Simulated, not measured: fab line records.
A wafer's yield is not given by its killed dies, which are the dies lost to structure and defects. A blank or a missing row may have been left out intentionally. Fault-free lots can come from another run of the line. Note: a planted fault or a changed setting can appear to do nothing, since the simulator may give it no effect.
What tool caused it? + flow sky130 + 13 lots with 39 wafers sampled at 4 steps, on a route of 708 steps

## WHAT EACH GAUGE READ, for each wafer
SKY_VT_ADJUST_HVTR_CD_MEAS_07: target cd 380 nm.
| lot  | measured     | on       | cdNm (nm)         |
|------|--------------|----------|-------------------|
| L382 | day 9 06:35  | cdSem-02 | 379.2 379.4 378.6 |
| L383 | day 9 16:23  | cdSem-02 | 379.3 379.5 379.1 |
| L385 | day 10 09:25 | cdSem-02 | 381.0 382.0 379.2 |
| L386 | day 10 13:21 | cdSem-02 | 381.7 383.4 381.9 |
| L389 | day 11 19:34 | cdSem-01 | 379.7 378.3 380.1 |
| L391 | day 12 03:35 | cdSem-02 | 384.1 382.6 382.6 |
| L392 | day 12 12:01 | cdSem-01 | 377.4 375.6 376.5 |
| L393 | day 12 20:39 | cdSem-01 | 379.3 377.9 377.7 |
| L394 | day 13 03:15 | cdSem-01 | 381.9 378.8 382.3 |
| L397 | day 13 19:17 | cdSem-01 | 377.0 376.0 377.9 |
| L399 | day 14 15:35 | cdSem-01 | 382.3 379.7 380.2 |
| L400 | day 14 22:23 | cdSem-01 | 379.2 380.7 379.2 |
| L404 | day 16 14:10 | cdSem-01 | 380.9 379.7 379.4 |

## EACH LOT AND THE TOOL THAT RAN IT (in order: tool; ch and the chambers of the sampled wafers; start)
| lot  | SKY_FIELD_ISO_DEVELOP_12        | SKY_FIELD_ISO_CMP_27         | SKY_NWELL_STRIP_25                  |
|------|---------------------------------|------------------------------|-------------------------------------|
| L382 | lithoTrack-02 ch 0, day 2 04:00 | cmp-02 ch 1,3, day 2 09:30   | plasmaAsher-01 ch 0,1, day 5 04:36  |
| L383 | lithoTrack-01 ch 0, day 2 11:00 | cmp-02 ch 0,1,2, day 2 15:32 | plasmaAsher-04 ch 0,1, day 5 12:27  |
| L385 | lithoTrack-02 ch 0, day 2 21:00 | cmp-02 ch 0,1,2, day 3 01:40 | plasmaAsher-01 ch 0,1, day 6 01:47  |
| L386 | lithoTrack-04 ch 0, day 3 01:00 | cmp-01 ch 1,2, day 3 07:19   | plasmaAsher-03 ch 0,1, day 6 05:54  |
| L389 | lithoTrack-02 ch 0, day 3 16:00 | cmp-02 ch 0,2,3, day 4 01:36 | plasmaAsher-03 ch 0,1, day 7 05:25  |
| L391 | lithoTrack-01 ch 0, day 4 03:00 | cmp-02 ch 0,1, day 4 09:34   | plasmaAsher-01 ch 0,1, day 7 13:39  |
| L392 | lithoTrack-02 ch 0, day 4 08:00 | cmp-01 ch 0,1,3, day 4 13:52 | plasmaAsher-04 ch 0,1, day 7 18:56  |
| L393 | lithoTrack-01 ch 0, day 4 13:00 | cmp-01 ch 0,1,2, day 4 17:33 | plasmaAsher-03 ch 0,1, day 8 02:55  |
| L394 | lithoTrack-01 ch 0, day 4 19:00 | cmp-02 ch 0,2,3, day 5 01:02 | plasmaAsher-04 ch 0,1, day 8 07:21  |
| L397 | lithoTrack-04 ch 0, day 5 09:00 | cmp-01 ch 0,2,3, day 5 13:11 | plasmaAsher-01 ch 0,1, day 8 21:37  |
| L399 | lithoTrack-02 ch 0, day 5 21:00 | cmp-02 ch 1,2, day 6 01:57   | plasmaAsher-04 ch 0,1, day 9 13:22  |
| L400 | lithoTrack-02 ch 0, day 6 03:00 | cmp-02 ch 0,1,3, day 6 08:26 | plasmaAsher-03 ch 0,1, day 9 19:40  |
| L404 | lithoTrack-02 ch 0, day 6 21:00 | cmp-01 ch 0,1, day 7 08:02   | plasmaAsher-01 ch 0,1, day 11 04:04 |
- SKY_FIELD_ISO_DEVELOP_12: develop time 60 s.
- SKY_FIELD_ISO_CMP_27: polishes, stops on Si3N4, t overpolish 16 s, target thk 457.8 nm.
- SKY_NWELL_STRIP_25: strips in O2/N2.

## AS READ BY THE TOOLS THEMSELVES (means over the sampled wafers that have a number; for cases with no such wafer, the mark the record gives instead)
SKY_FIELD_ISO_DEVELOP_12.
| lot  | tool          | developerTempC (C) |
|------|---------------|--------------------|
| L382 | lithoTrack-02 | 20.98              |
| L383 | lithoTrack-01 | 20.94              |
| L385 | lithoTrack-02 | 20.96              |
| L386 | lithoTrack-04 | 21.03              |
| L389 | lithoTrack-02 | 21.05              |
| L391 | lithoTrack-01 | 20.88              |
| L392 | lithoTrack-02 | 21.04              |
| L393 | lithoTrack-01 | 21.05              |
| L394 | lithoTrack-01 | 21.03              |
| L397 | lithoTrack-04 | 20.99              |
| L399 | lithoTrack-02 | 20.11              |
| L400 | lithoTrack-02 | 20.17              |
| L404 | lithoTrack-02 | 20.21              |

SKY_FIELD_ISO_CMP_27.
| lot  | tool   | motorCurrentA (A) | overpolishRunS (s) | timeToEndpointS (s) |
|------|--------|-------------------|--------------------|---------------------|
| L382 | cmp-02 | 12.6              | 16.002             | 111                 |
| L383 | cmp-02 | 11.7              | 16.002             | 114                 |
| L385 | cmp-02 | 11.4              | 15.994             | 117                 |
| L386 | cmp-01 | 12.3              | 16.007             | 121                 |
| L389 | cmp-02 | 11.4              | 15.999             | 116                 |
| L391 | cmp-02 | 11.5              | 16.002             | 120                 |
| L392 | cmp-01 | 11.3              | 16.009             | 105                 |
| L393 | cmp-01 | 11.8              | 16.003             | 109                 |
| L394 | cmp-02 | 11.8              | 15.987             | 115                 |
| L397 | cmp-01 | 11.6              | 15.995             | 107                 |
| L399 | cmp-02 | 13.0              | 15.992             | 120                 |
| L400 | cmp-02 | 11.5              | 15.994             | 114                 |
| L404 | cmp-01 | 12.2              | 15.997             | 106                 |

SKY_NWELL_STRIP_25.
| lot  | tool           | drypumpMotorCurrentA (A) | n2FlowSccm (sccm) | oesProductAu (a.u.) | stripTimeToEndpointS (s) |
|------|----------------|--------------------------|-------------------|---------------------|--------------------------|
| L382 | plasmaAsher-01 | 6.4                      | 300.9             | 0.721               | 36.92                    |
| L383 | plasmaAsher-04 | 5.8                      | 299.2             | 0.721               | 36.77                    |
| L385 | plasmaAsher-01 | 6.4                      | 299.2             | 0.722               | 36.89                    |
| L386 | plasmaAsher-03 | 6.6                      | 300.1             | 0.723               | 36.74                    |
| L389 | plasmaAsher-03 | 6.6                      | 300.1             | 0.720               | 36.97                    |
| L391 | plasmaAsher-01 | 6.4                      | 300.6             | 0.720               | 36.90                    |
| L392 | plasmaAsher-04 | 5.8                      | 299.2             | 0.723               | 36.75                    |
| L393 | plasmaAsher-03 | 6.6                      | 299.5             | 0.721               | 36.88                    |
| L394 | plasmaAsher-04 | 5.8                      | 300.3             | 0.720               | 36.94                    |
| L397 | plasmaAsher-01 | 6.4                      | 299.9             | 0.723               | 36.93                    |
| L399 | plasmaAsher-04 | 5.2                      | 300.8             | 0.723               | 36.78                    |
| L400 | plasmaAsher-03 | 6.6                      | 299.7             | 0.721               | 37.05                    |
| L404 | plasmaAsher-01 | 6.4                      | 299.7             | 0.724               | 37.01                    |

## THE ANSWER, worked out from the rows above alone
Rule: the usual values come from the lots themselves. Put in order of their means at a reading, lots are off if they are a third of the lots or fewer, leave a main group of 4 or more, and stand apart from it by a gap of 3 or more times the standard deviation of the main group's means; of several such gaps the widest counts. If all means in a main group match to the digits the tables above print for the reading, that group is not used. Also off: a lot with no number at a reading for which 4 or more lots have one. All remaining lots with rows at the step are treated as sound. Order of review: gauges by route order, followed by the tools' own readings, for which a lot's mean as printed above is used. At the first step where some lot is off, the reading lying furthest off is the one used; lots without a number count as furthest.
Off, at SKY_FIELD_ISO_DEVELOP_12 on developerTempC: L399, L400, L404. The main group: mean 21.00 C, standard deviation 0.053.
If a tool, at that step or one of the process steps before it, ran each lot that is off and ran no sound lot following the first of them, it fits. One fits: lithoTrack-02 at SKY_FIELD_ISO_DEVELOP_12. Its last sound lot is L392 (day 4 08:00), its first lot that is off L399 (day 5 21:00): a fault that began between those two fits.
The tool's own readings at SKY_FIELD_ISO_DEVELOP_12 bear it out: on the lots that are off they differ by more than 5 times the standard deviation of the sound lots' means. developerTempC reads 20.16 C there against 21.00 C on the sound lots.

## WHAT HAD BEEN PUT IN BY THE SIMULATOR
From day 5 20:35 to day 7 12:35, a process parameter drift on lithoTrack-02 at SKY_FIELD_ISO_DEVELOP_12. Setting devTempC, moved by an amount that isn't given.
Shown lots that were struck: L399, L400, L404. The rule given above showed the same thing.
